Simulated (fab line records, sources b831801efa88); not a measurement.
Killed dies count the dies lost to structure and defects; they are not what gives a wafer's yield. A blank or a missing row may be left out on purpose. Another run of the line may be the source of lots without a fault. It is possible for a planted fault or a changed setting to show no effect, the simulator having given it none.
Matching of chambers | flow sky130 | SKY_VIA2_CMP_02 on cmp-01: 4 sister chambers
The step polishes SiO2. 8 wafers are shown with their chamber, then 9 later ones without.

== WAFERS WITH THEIR CHAMBER ==
wafer  | chamber | motor current A (A)
L737.2 | 0       | 12.1
L740.2 | 0       | 11.6
L740.4 | 1       | 14.3
L740.6 | 3       | 14.3
L742.3 | 1       | 14.6
L742.4 | 2       | 14.0
L742.6 | 3       | 14.2
L744.1 | 2       | 12.5

== WAFERS WITHOUT THEIR CHAMBER ==
wafer  | motor current A (A)
L744.2 | 13.8
L744.4 | 14.9
L750.1 | 11.8
L750.2 | 14.7
L750.4 | 14.0
L754.3 | 15.1
L754.5 | 11.1
L753.4 | 14.7
L753.6 | 15.0

== EACH ONE'S CHAMBER ==
wafer  | from the rows above          | in truth
L744.2 | can't be placed: 3 or 2 or 1 | 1
L744.4 | can't be placed: 1 or 3      | 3
L750.1 | 0                            | 0
L750.2 | can't be placed: 1 or 3      | 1
L750.4 | can't be placed: 3 or 1 or 2 | 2
L754.3 | can't be placed: 1 or 3      | 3
L754.5 | 0                            | 0
L753.4 | can't be placed: 1 or 3      | 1
L753.6 | can't be placed: 1 or 3      | 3
Placed correctly: 2 of 9. These rows do not allow placing 7 (true chamber among the candidates in 7). 0 placed wrongly.
How it was worked out, from the rows above alone: a wafer's distance from a chamber is the root of the sum, over the readings, of the square of ((its reading less the chamber's mean) divided by the reading's scatter). The wafer belongs to the nearest chamber; if the next one is less than 2 further off, it can't be placed. A chamber's mean is the mean of its shown wafers. How the scatter is found: for the shown wafers, subtract from each reading the mean of its chamber, square and add these, divide the total by (wafers less chambers), then take the root.
